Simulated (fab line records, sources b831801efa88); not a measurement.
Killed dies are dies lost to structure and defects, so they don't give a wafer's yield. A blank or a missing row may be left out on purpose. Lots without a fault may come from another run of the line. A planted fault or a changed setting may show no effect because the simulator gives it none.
fab line records | flow sky130
record lots=13 wafers=39 last_day=50
route steps=708 shown POLY_GATE@235 LDD_P@256 LDD_HVN@274 LDD_HVP@287 PAD_OPEN@708
lots that met no fault: from a run of the same line without faults
start_h: hours from the record's first day to the start of the lot's first wafer shown | wait_h: hours since the lot's step before | " the same as in the row above | L1.1+2: a row that stands for several wafers | - no value, or no start given | * or withheld: withheld | < > ~ a bound
route shown NAME@n: a module of which the file shows steps, and the number in the route of the first | usual: mean/standard deviation of fault-free wafers | same: alike in all rows | chamber/n: place in a boat | sites: the reading at each site | _std_site: their standard deviation | _edge_site: outer sites' mean less inner sites' | radius_mm: how far each site lies from the wafer's centre | mask NAME#n: copy n | behind: the tool/chamber that last shaped the wafer | hold: why the lot was held/for how many hours/how that ended | device: the transistor (n, p or np) that didn't switch | end of line: the same wafers' tests at the end of the route | a step without rows: its recipe alone | killed: dies lost to structure and defects at the first sort, not the wafer's yield | map: a wafer's dies, x killed, . not, _ none there
set.NAME: the setting as run; set.NAME@STEP: as run at that earlier step | model.NAME: the simulator's own value behind a step, which no gauge read
steps of the route over a sample of lots; a table a step, a row a wafer
services: from which hour (start_h, from the record's first day; less than 0 if before it) a tool's chamber was out of use, for how many hours, and why
## steps
# step SKY_POLY_GATE_THK_MEAS_21
# recipe reads=SiO2_of_POLY_GATE_OXIDATION_20
# usual POLY_GATE_OXIDATION_THK=4.01/0.069
# columns lot.wafer tool chamber start_h wait_h POLY_GATE_OXIDATION_THK[nm]
L636.1 film_metro-04 - 387.88 0.0 3.82
L636.4 " - " " 3.93
L636.5 " - " " 4.00
L637.1 film_metro-02 - 403.37 0.0 4.08
L637.4 " - " " 4.10
L637.6 " - " " 4.04
L639.1 film_metro-04 - 410.43 0.0 4.13
L639.3 " - " " 4.10
L639.6 " - " " 4.09
L640.1 film_metro-01 - 433.07 0.0 4.11
L640.3 " - " " 4.05
L640.5 " - " " 4.10
L641.1 film_metro-02 - 434.33 0.0 3.98
L641.2 " - " " 3.93
L641.6 " - " " 3.96
L643.1 film_metro-04 - 448.26 0.0 3.98
L643.3 " - " " 3.96
L643.6 " - " " 3.98
L644.2 film_metro-02 - 459.27 0.0 3.95
L644.3 " - " " 3.91
L644.4 " - " " 3.95
L646.1 film_metro-01 - 473.05 0.0 3.93
L646.2 " - " " 3.94
L646.3 " - " " 4.06
L648.1 film_metro-04 - 486.86 0.0 3.92
L648.3 " - " " 3.88
L648.4 " - " " 3.90
L647.2 film_metro-04 - 490.54 0.0 4.03
L647.3 " - " " 4.13
L647.4 " - " " 4.06
L650.1 film_metro-02 - 508.88 0.0 4.03
L650.2 " - " " 4.00
L650.4 " - " " 4.06
L656.2 film_metro-01 - 548.95 0.0 4.03
L656.3 " - " " 3.97
L656.6 " - " " 3.95
L658.4 film_metro-02 - 574.32 0.0 4.04
L658.5 " - " " 4.01
L658.6 " - " " 4.11
# step SKY_LDD_P_HMDS_01
# recipe prime_time_s=60 prime_temp_c=120
# usual prime_temp_c=119.98/0.13
# columns lot.wafer tool chamber start_h wait_h prime_temp_c
L636.1 litho_track-04 0 433.64 0.1 119.91
L636.4 " 0 " " 119.75
L636.5 " 0 " " 119.93
L637.1 litho_track-04 0 448.73 0.1 120.03
L637.4 " 0 " " 120.09
L637.6 " 0 " " 119.89
L639.1 litho_track-01 0 457.10 0.1 119.80
L639.3 " 0 " " 119.90
L639.6 " 0 " " 119.64
L640.1 litho_track-01 0 479.50 0.1 119.90
L640.3 " 0 " " 120.14
L640.5 " 0 " " 120.20
L641.1 litho_track-01 0 481.05 0.1 120.01
L641.2 " 0 " " 119.91
L641.6 " 0 " " 119.84
L643.1 litho_track-04 0 495.88 0.1 120.06
L643.3 " 0 " " 120.07
L643.6 " 0 " " 119.93
L644.2 litho_track-04 0 505.16 0.1 120.03
L644.3 " 0 " " 120.05
L644.4 " 0 " " 119.96
L646.1 litho_track-01 0 520.65 0.1 120.00
L646.2 " 0 " " 120.06
L646.3 " 0 " " 120.14
L648.1 litho_track-04 0 534.23 0.1 117.70
L648.3 " 0 " " 117.75
L648.4 " 0 " " 118.06
L647.2 litho_track-01 0 537.17 0.1 120.11
L647.3 " 0 " " 120.20
L647.4 " 0 " " 119.96
L650.1 litho_track-04 0 555.83 0.1 117.78
L650.2 " 0 " " 117.86
L650.4 " 0 " " 117.62
L656.2 litho_track-03 0 595.93 0.1 119.87
L656.3 " 0 " " 120.00
L656.6 " 0 " " 120.00
L658.4 litho_track-01 0 620.52 0.1 119.97
L658.5 " 0 " " 120.02
L658.6 " 0 " " 120.12
# step SKY_LDD_HVN_OVL_MEAS_07
# usual LDD_HVN_OVL=-1.5/1.4
# columns lot.wafer tool chamber start_h wait_h LDD_HVN_OVL[nm]
L636.1 overlay-01 - 478.82 0.1 -2.1
L636.4 " - " " -0.3
L636.5 " - " " -3.0
L637.1 overlay-02 - 496.37 0.1 -2.4
L637.4 " - " " -2.5
L637.6 " - " " -2.2
L639.1 overlay-01 - 503.32 0.1 -3.1
L639.3 " - " " -4.2
L639.6 " - " " -3.7
L640.1 overlay-01 - 526.43 0.1 1.2
L640.3 " - " " 0.6
L640.5 " - " " 0.7
L641.1 overlay-01 - 528.66 0.1 0.3
L641.2 " - " " -2.9
L641.6 " - " " -1.1
L643.1 overlay-01 - 540.97 0.1 -3.5
L643.3 " - " " -2.7
L643.6 " - " " -2.1
L644.2 overlay-02 - 551.76 0.1 -2.5
L644.3 " - " " -3.5
L644.4 " - " " -3.5
L646.1 overlay-02 - 566.03 0.1 -0.7
L646.2 " - " " -1.1
L646.3 " - " " -0.5
L648.1 overlay-01 - 578.99 0.1 -3.0
L648.3 " - " " -2.5
L648.4 " - " " -1.6
L647.2 overlay-01 - 583.09 0.1 0.7
L647.3 " - " " -0.6
L647.4 " - " " -0.8
L650.1 overlay-02 - 601.31 0.1 -1.7
L650.2 " - " " -1.7
L650.4 " - " " -2.0
L656.2 overlay-01 - 640.62 0.1 -1.2
L656.3 " - " " -1.8
L656.6 " - " " -1.7
L658.4 overlay-02 - 663.83 0.1 -1.6
L658.5 " - " " -1.3
L658.6 " - " " -1.0
# step SKY_LDD_HVP_STRIP_09
# recipe chemistry=O2/N2 power_w=1400 pressure_mtorr=1500 platen_temp_c=withheld o2_flow_sccm=3000 n2_flow_sccm=300 overash_fraction=0.5
# usual drypump_motor_current_A=6.2/0.38 oes_product_au=0.409/0.0043 strip_time_to_endpoint_s=4.145/0.015
# columns lot.wafer tool chamber start_h wait_h drypump_motor_current_A oes_product_au rf_hours_counter_h strip_time_to_endpoint_s
L636.1 plasma_asher-04 1 509.96 0.1 5.8 0.417 69 4.138
L636.4 " 1 " " 5.8 0.414 - 4.134
L636.5 " 0 " " 6.4 0.406 - 4.119
L637.1 plasma_asher-03 0 526.71 0.1 5.6 0.405 83 4.148
L637.4 " 1 " " 6.4 0.406 - 4.150
L637.6 " 1 " " 6.4 0.403 - 4.145
L639.1 plasma_asher-03 1 534.74 0.1 6.4 0.412 84 4.118
L639.3 " 1 " " 6.4 0.396 - 4.171
L639.6 " 1 " " 6.4 0.416 - 4.142
L640.1 plasma_asher-03 1 556.77 0.1 6.4 0.408 86 4.155
L640.3 " 0 " " 5.7 0.411 - 4.140
L640.5 " 1 " " 6.4 0.414 - 4.158
L641.1 plasma_asher-03 1 558.59 0.1 6.4 0.410 86 4.149
L641.2 " 0 " " 5.6 0.410 86 4.142
L641.6 " 0 " " 5.7 0.411 - 4.154
L643.1 plasma_asher-04 1 571.09 0.1 5.8 0.412 75 4.158
L643.3 " 0 " " 6.3 0.415 - 4.142
L643.6 " 0 " " 6.3 0.405 - 4.136
L644.2 plasma_asher-04 1 582.35 0.1 5.8 0.411 76 4.157
L644.3 " 0 " " 6.3 0.408 - 4.148
L644.4 " 1 " " 5.8 0.410 - 4.167
L646.1 plasma_asher-01 0 596.35 0.1 6.7 0.408 16 4.130
L646.2 " 1 " " 6.4 0.409 16 4.154
L646.3 " 1 " " 6.4 0.417 - 4.166
L648.1 plasma_asher-01 1 608.94 0.1 6.4 0.412 18 4.159
L648.3 " 0 " " 6.7 0.417 - 4.163
L648.4 " 1 " " 6.4 0.408 - 4.168
L647.2 plasma_asher-03 0 612.64 0.1 5.7 0.403 91 4.166
L647.3 " 1 " " 6.4 0.409 - 4.155
L647.4 " 0 " " 5.7 0.410 - 4.152
L650.1 plasma_asher-04 0 631.30 0.1 6.4 0.412 81 4.163
L650.2 " 1 " " 5.8 0.404 81 4.153
L650.4 " 1 " " 5.8 0.410 - 4.166
L656.2 plasma_asher-04 0 669.74 0.1 6.4 0.410 85 4.125
L656.3 " 0 " " 6.4 0.411 - 4.151
L656.6 " 0 " " 6.4 0.406 - 4.141
L658.4 plasma_asher-01 1 692.70 0.1 6.4 0.410 - 4.129
L658.5 " 1 " " 6.4 0.409 - 4.132
L658.6 " 0 " " 6.7 0.396 - 4.136
# step SKY_PAD_OPEN_PROBE_99
# usual killed_at_M0_to_M3=44/6.8 killed_at_M4_up=2.9/1.7 killed_at_contacts=24/5.2 killed_at_front_end=15/4 killed_at_other=0.2/0.44 killed_dies=86/9.9 killed_on_rim=17/3.7 killed_open=47/7.9 killed_short=39/6.3
# same gross_dies=492 killed_at_back_side=0
# columns lot.wafer tool chamber start_h wait_h killed_at_M0_to_M3 killed_at_M4_up killed_at_contacts killed_at_front_end killed_at_other killed_dies killed_on_rim killed_open killed_short
L636.1 prober-02 - 1092.27 0.1 36 2 19 19 1 77 19 39 36
L636.4 prober-02 - 1092.42 0.2 38 4 20 18 0 80 20 41 39
L636.5 prober-02 - 1092.47 0.2 32 3 30 18 0 83 14 33 45
L637.1 prober-01 - 1097.55 0.1 32 2 26 20 0 80 18 43 37
L637.4 prober-01 - 1097.70 0.2 53 4 26 13 0 96 17 53 43
L637.6 prober-01 - 1097.80 0.2 35 6 23 18 0 82 15 46 36
L639.1 prober-01 - 1107.02 0.1 39 3 24 18 0 84 16 47 37
L639.3 prober-01 - 1107.12 0.2 44 3 22 12 0 81 12 44 37
L639.6 prober-01 - 1107.27 0.2 35 4 23 16 0 78 18 44 34
L640.1 prober-02 - 1118.78 0.1 47 2 29 18 1 97 16 53 44
L640.3 prober-02 - 1118.88 0.2 41 3 29 22 0 95 21 57 37
L640.5 prober-02 - 1118.98 0.2 35 3 30 15 0 83 20 41 42
L641.1 prober-01 - 1119.73 0.1 48 2 20 13 0 83 13 52 31
L641.2 prober-01 - 1119.78 0.1 32 8 26 13 1 80 18 43 37
L641.6 prober-01 - 1119.98 0.2 40 7 25 8 1 81 19 45 36
L643.1 prober-01 - 1127.55 0.1 39 3 20 12 0 74 15 39 35
L643.3 prober-01 - 1127.65 0.2 52 0 24 13 1 90 20 43 47
L643.6 prober-01 - 1127.80 0.2 44 6 24 9 0 83 15 40 43
L644.2 prober-02 - 1138.84 0.1 41 0 25 9 0 75 17 54 21
L644.3 prober-02 - 1138.89 0.2 44 3 25 12 1 85 20 60 25
L644.4 prober-02 - 1138.94 0.2 59 2 34 13 0 108 26 67 41
L646.1 prober-02 - 1143.84 0.1 46 4 34 10 0 94 18 45 48
L646.2 prober-02 - 1143.89 0.1 53 2 31 17 0 103 22 55 48
L646.3 prober-02 - 1143.94 0.2 48 1 24 16 0 89 17 41 47
L648.1 prober-01 - 1155.46 0.1 26 2 27 12 0 67 11 33 34
L648.3 prober-01 - 1155.56 0.2 48 3 28 11 0 90 18 50 40
L648.4 prober-01 - 1155.61 0.2 46 2 24 19 0 91 19 61 30
L647.2 prober-02 - 1158.74 0.1 46 2 24 21 0 93 20 47 46
L647.3 prober-02 - 1158.79 0.2 53 0 28 15 0 96 24 59 37
L647.4 prober-02 - 1158.84 0.2 46 5 17 20 0 88 16 50 38
L650.1 prober-02 - 1167.05 0.1 66 2 20 7 1 96 19 55 40
L650.2 prober-02 - 1167.10 0.1 50 1 27 13 0 91 20 45 46
L650.4 prober-02 - 1167.20 0.2 43 6 22 12 0 83 19 43 38
L656.2 prober-02 - 1192.89 0.1 46 3 20 21 0 90 18 51 39
L656.3 prober-02 - 1192.94 0.2 58 3 24 14 0 99 25 60 39
L656.6 prober-02 - 1193.09 0.2 51 6 21 12 0 90 16 49 41
L658.4 prober-02 - 1202.84 0.2 36 3 18 23 0 80 22 42 38
L658.5 prober-02 - 1202.89 0.2 55 4 30 18 0 107 22 59 48
L658.6 prober-02 - 1202.94 0.2 47 5 46 18 1 117 18 62 55
# killed by level:class
L636.1 VIA2:geometric_particle:open=7 FIELD_ISO:geometric_particle:short=6 CONTACT:geometric_particle:open=6 VIA1:geometric_particle:open=6 METAL1:geometric_particle:short=5 LI_CONTACT:geometric_particle:open=5 VIA3:geometric_particle:open=5 FIELD_ISO:geometric_particle:open=4
L636.4 VIA1:geometric_particle:open=10 CONTACT:geometric_particle:open=8 FIELD_ISO:geometric_particle:short=7 CONTACT:geometric_particle:short=5 FIELD_ISO:geometric_particle:open=4 METAL1:geometric_particle:short=4 VIA1:geometric_particle:short=4 METAL2:geometric_particle:short=4
L636.5 CONTACT:geometric_particle:open=8 FIELD_ISO:geometric_particle:short=7 LI_CONTACT:geometric_particle:open=7 METAL2:geometric_particle:short=7 FIELD_ISO:geometric_particle:open=6 CONTACT:geometric_particle:short=6 METAL3:geometric_particle:short=6 LOCAL_INTERCONNECT:geometric_particle:short=5
L637.1 CONTACT:geometric_particle:open=10 VIA1:geometric_particle:open=8 LI_CONTACT:geometric_particle:open=7 POLY_GATE:geometric_particle:open=6 FIELD_ISO:geometric_particle:short=5 VIA3:geometric_particle:open=5 VIA2:geometric_particle:short=4 VIA3:geometric_particle:short=4
L637.4 VIA1:geometric_particle:open=11 LI_CONTACT:geometric_particle:open=9 VIA2:geometric_particle:open=9 VIA3:geometric_particle:open=8 CONTACT:geometric_particle:open=7 METAL1:geometric_particle:short=7 VIA1:geometric_particle:short=6 METAL2:geometric_particle:short=6
L637.6 CONTACT:geometric_particle:open=9 VIA1:geometric_particle:open=7 METAL1:geometric_particle:short=6 VIA2:geometric_particle:open=6 FIELD_ISO:geometric_particle:open=5 METAL2:geometric_particle:short=5 FIELD_ISO:geometric_particle:short=4 LI_CONTACT:geometric_particle:open=4
L639.1 VIA1:geometric_particle:open=11 CONTACT:geometric_particle:open=7 LI_CONTACT:geometric_particle:open=7 VIA2:geometric_particle:open=6 FIELD_ISO:geometric_particle:open=5 POLY_GATE:geometric_particle:short=5 VIA2:geometric_particle:short=5 FIELD_ISO:geometric_particle:short=3
L639.3 VIA1:geometric_particle:open=12 LI_CONTACT:geometric_particle:open=7 CONTACT:geometric_particle:open=7 METAL1:geometric_particle:short=7 VIA1:geometric_particle:short=6 VIA3:geometric_particle:open=6 VIA3:geometric_particle:short=4 METAL2:geometric_particle:short=4
L639.6 VIA3:geometric_particle:open=10 CONTACT:geometric_particle:open=9 VIA1:geometric_particle:open=8 FIELD_ISO:geometric_particle:open=4 FIELD_ISO:geometric_particle:short=4 CONTACT:geometric_particle:short=4 LOCAL_INTERCONNECT:geometric_particle:open=4 METAL4:geometric_particle:short=4
L640.1 LI_CONTACT:geometric_particle:open=11 CONTACT:geometric_particle:open=9 VIA2:geometric_particle:open=9 METAL1:geometric_particle:short=8 VIA1:geometric_particle:short=7 VIA1:geometric_particle:open=7 VIA3:geometric_particle:open=7 POLY_GATE:geometric_particle:short=6
L640.3 CONTACT:geometric_particle:open=12 VIA2:geometric_particle:open=11 VIA1:geometric_particle:open=9 FIELD_ISO:geometric_particle:open=6 LI_CONTACT:geometric_particle:open=6 METAL2:geometric_particle:short=5 CONTACT:geometric_particle:short=5 FIELD_ISO:geometric_particle:short=4
L640.5 LI_CONTACT:geometric_particle:open=10 LOCAL_INTERCONNECT:geometric_particle:short=8 CONTACT:geometric_particle:open=7 METAL2:geometric_particle:short=7 VIA2:geometric_particle:open=6 METAL3:geometric_particle:short=5 VIA1:geometric_particle:open=4 FIELD_ISO:geometric_particle:short=3
L641.1 VIA1:geometric_particle:open=13 LI_CONTACT:geometric_particle:open=9 VIA3:geometric_particle:open=7 VIA2:geometric_particle:open=6 METAL1:geometric_particle:short=6 LI_CONTACT:geometric_particle:short=5 CONTACT:geometric_particle:open=5 VIA2:geometric_particle:short=5
L641.2 VIA1:geometric_particle:open=8 VIA2:geometric_particle:open=8 LI_CONTACT:geometric_particle:short=7 LI_CONTACT:geometric_particle:open=7 CONTACT:geometric_particle:open=7 METAL4:geometric_particle:short=5 FIELD_ISO:geometric_particle:short=4 SPACER:geometric_particle:short=4
L641.6 CONTACT:geometric_particle:open=12 VIA2:geometric_particle:open=10 VIA1:geometric_particle:open=9 CONTACT:geometric_particle:short=6 METAL1:geometric_particle:short=6 METAL4:geometric_particle:short=6 METAL3:geometric_particle:short=4 VIA3:geometric_particle:open=4
L643.1 CONTACT:geometric_particle:open=10 VIA1:geometric_particle:open=10 CONTACT:geometric_particle:short=5 METAL1:geometric_particle:short=5 VIA2:geometric_particle:open=5 VIA1:geometric_particle:short=4 METAL2:geometric_particle:short=4 POLY_GATE:geometric_particle:short=3
L643.3 VIA1:geometric_particle:open=11 CONTACT:geometric_particle:open=9 METAL2:geometric_particle:short=8 LOCAL_INTERCONNECT:geometric_particle:short=7 VIA1:geometric_particle:short=7 VIA2:geometric_particle:open=7 METAL1:geometric_particle:short=6 VIA3:geometric_particle:open=6
L643.6 VIA1:geometric_particle:open=13 CONTACT:geometric_particle:open=8 CONTACT:geometric_particle:short=7 METAL1:geometric_particle:short=7 VIA3:geometric_particle:open=7 LI_CONTACT:geometric_particle:open=6 METAL4:geometric_particle:short=5 FIELD_ISO:geometric_particle:short=4
L644.2 CONTACT:geometric_particle:open=12 VIA1:geometric_particle:open=10 LI_CONTACT:geometric_particle:open=9 VIA2:geometric_particle:open=7 VIA3:geometric_particle:open=7 METAL1:geometric_particle:short=6 FIELD_ISO:geometric_particle:open=3 LOCAL_INTERCONNECT:geometric_particle:short=3
L644.3 VIA1:geometric_particle:open=17 CONTACT:geometric_particle:open=14 VIA3:geometric_particle:open=6 LI_CONTACT:geometric_particle:open=5 METAL3:geometric_particle:short=5 POLY_GATE:geometric_particle:open=3 SPACER:geometric_particle:short=3 METAL1:geometric_particle:open=3
L644.4 VIA1:geometric_particle:open=14 LI_CONTACT:geometric_particle:open=11 VIA3:geometric_particle:open=10 VIA2:geometric_particle:open=10 CONTACT:geometric_particle:open=8 VIA1:geometric_particle:short=7 METAL2:geometric_particle:short=6 LOCAL_INTERCONNECT:geometric_particle:short=5
L646.1 LI_CONTACT:geometric_particle:open=10 CONTACT:geometric_particle:open=10 VIA1:geometric_particle:open=9 LOCAL_INTERCONNECT:geometric_particle:short=6 METAL2:geometric_particle:short=6 VIA3:geometric_particle:short=5 METAL1:geometric_particle:short=5 VIA2:geometric_particle:open=5
L646.2 VIA1:geometric_particle:open=14 VIA3:geometric_particle:open=9 CONTACT:geometric_particle:open=9 LI_CONTACT:geometric_particle:open=7 FIELD_ISO:geometric_particle:open=6 METAL1:geometric_particle:short=6 LOCAL_INTERCONNECT:geometric_particle:short=6 METAL2:geometric_particle:short=6
L646.3 VIA2:geometric_particle:open=11 METAL1:geometric_particle:short=7 CONTACT:geometric_particle:short=7 VIA3:geometric_particle:open=7 METAL2:geometric_particle:short=6 POLY_GATE:geometric_particle:short=5 LI_CONTACT:geometric_particle:short=5 CONTACT:geometric_particle:open=5
L648.1 LI_CONTACT:geometric_particle:open=8 LOCAL_INTERCONNECT:geometric_particle:short=6 CONTACT:geometric_particle:open=6 CONTACT:geometric_particle:short=6 VIA2:geometric_particle:short=5 VIA3:geometric_particle:open=4 POLY_GATE:geometric_particle:open=3 METAL1:geometric_particle:short=3
L648.3 VIA1:geometric_particle:open=11 VIA2:geometric_particle:open=9 CONTACT:geometric_particle:open=8 VIA3:geometric_particle:open=7 VIA1:geometric_particle:short=6 CONTACT:geometric_particle:short=5 METAL1:geometric_particle:short=5 LI_CONTACT:geometric_particle:short=4
L648.4 VIA1:geometric_particle:open=18 FIELD_ISO:geometric_particle:open=8 LI_CONTACT:geometric_particle:open=8 VIA3:geometric_particle:open=8 CONTACT:geometric_particle:open=7 FIELD_ISO:geometric_particle:short=5 CONTACT:geometric_particle:short=5 VIA2:geometric_particle:open=5
L647.2 CONTACT:geometric_particle:open=13 VIA1:geometric_particle:open=7 METAL1:geometric_particle:short=6 VIA3:geometric_particle:short=6 VIA3:geometric_particle:open=6 POLY_GATE:geometric_particle:short=5 METAL3:geometric_particle:short=5 FIELD_ISO:geometric_particle:short=4
L647.3 VIA1:geometric_particle:open=11 CONTACT:geometric_particle:open=9 LI_CONTACT:geometric_particle:open=7 VIA2:geometric_particle:open=6 METAL2:geometric_particle:short=6 METAL1:geometric_particle:short=5 METAL1:geometric_particle:open=5 VIA3:geometric_particle:open=5
L647.4 VIA1:geometric_particle:open=11 METAL2:geometric_particle:short=7 VIA2:geometric_particle:open=7 CONTACT:geometric_particle:open=6 METAL1:geometric_particle:short=6 POLY_GATE:geometric_particle:open=5 FIELD_ISO:geometric_particle:open=4 POLY_GATE:geometric_particle:short=4
L650.1 VIA1:geometric_particle:open=16 CONTACT:geometric_particle:open=9 METAL2:geometric_particle:short=8 VIA2:geometric_particle:open=8 METAL1:geometric_particle:short=5 VIA1:geometric_particle:short=5 METAL3:geometric_particle:short=5 VIA3:geometric_particle:open=5
L650.2 VIA3:geometric_particle:open=10 VIA1:geometric_particle:open=9 METAL2:geometric_particle:short=9 CONTACT:geometric_particle:short=8 VIA1:geometric_particle:short=8 LI_CONTACT:geometric_particle:open=7 VIA2:geometric_particle:open=6 CONTACT:geometric_particle:open=6
L650.4 CONTACT:geometric_particle:short=8 VIA1:geometric_particle:open=8 VIA3:geometric_particle:open=6 METAL1:geometric_particle:short=5 LI_CONTACT:geometric_particle:open=5 CONTACT:geometric_particle:open=5 VIA1:geometric_particle:short=5 VIA2:geometric_particle:open=5
L656.2 VIA1:geometric_particle:open=14 CONTACT:geometric_particle:open=8 VIA2:geometric_particle:open=8 VIA1:geometric_particle:short=6 VIA3:geometric_particle:open=6 METAL1:geometric_particle:short=5 POLY_GATE:geometric_particle:short=5 LI_CONTACT:geometric_particle:open=5
L656.3 VIA1:geometric_particle:open=16 CONTACT:geometric_particle:open=9 VIA3:geometric_particle:open=9 LI_CONTACT:geometric_particle:open=8 VIA2:geometric_particle:open=8 METAL2:geometric_particle:short=7 FIELD_ISO:geometric_particle:short=6 VIA3:geometric_particle:short=5
L656.6 VIA1:geometric_particle:open=14 VIA3:geometric_particle:open=10 FIELD_ISO:geometric_particle:short=7 LI_CONTACT:geometric_particle:open=6 CONTACT:geometric_particle:open=6 METAL2:geometric_particle:short=6 VIA2:geometric_particle:open=5 METAL1:geometric_particle:short=5
L658.4 VIA1:geometric_particle:open=11 FIELD_ISO:geometric_particle:short=8 LI_CONTACT:geometric_particle:open=8 POLY_GATE:geometric_particle:open=6 METAL1:geometric_particle:short=6 CONTACT:geometric_particle:open=5 VIA1:geometric_particle:short=5 POLY_GATE:geometric_particle:short=4
L658.5 VIA1:geometric_particle:open=13 CONTACT:geometric_particle:open=12 VIA2:geometric_particle:open=10 CONTACT:geometric_particle:short=6 METAL2:geometric_particle:short=6 VIA3:geometric_particle:short=6 LI_CONTACT:geometric_particle:open=5 VIA3:geometric_particle:open=5
L658.6 CONTACT:geometric_particle:open=18 VIA1:geometric_particle:open=13 LI_CONTACT:geometric_particle:open=12 METAL1:geometric_particle:short=8 POLY_GATE:geometric_particle:short=7 CONTACT:geometric_particle:short=6 VIA2:geometric_particle:open=6 LOCAL_INTERCONNECT:geometric_particle:short=5
## services
# columns tool chamber start_h hours kind
plasma_asher-03 - 416.80 2.8 pm
plasma_asher-01 - 421.33 9.0 pm
plasma_asher-01 0 421.33 9.0 vent_cycle
plasma_asher-01 1 421.33 9.0 vent_cycle
plasma_asher-01 0 430.33 - clean
plasma_asher-01 1 430.33 - clean
plasma_asher-01 - 475.39 5.9 repair
plasma_asher-03 - 479.09 0.7 repair
plasma_asher-03 - 498.32 3.3 repair
plasma_asher-04 - 553.02 4.3 pm
plasma_asher-03 - 641.31 2.7 repair
## key
first_sign step=SKY_LDD_P_HMDS_01 reading=prime_temp_c direction=down sigmas=17 usual=* struck=*
effect none on later readings
met_at SKY_LDD_P_HMDS_01
struck_lots L648,L650
tester_left_out L648,L650
not_acting_at SKY_POLY_GATE_THK_MEAS_21,SKY_LDD_HVN_OVL_MEAS_07,SKY_LDD_HVP_STRIP_09
onset_between 505.16 534.23
fault kind=process_parameter_drift tool=litho_track-04 chamber=- onset_h=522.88 steps=SKY_LDD_P_HMDS_01 channel=prime_temp_c offset=* shape=step end_h=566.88 acts_in=* stated=*
# tester_left_out: of these lots the tester's yield and bins aren't shown, on N5 and GAA mostly nor the transistor test; their killed dies are dies lost to structure and defects alone, not to doping, threshold or leakage, so they don't give the yield
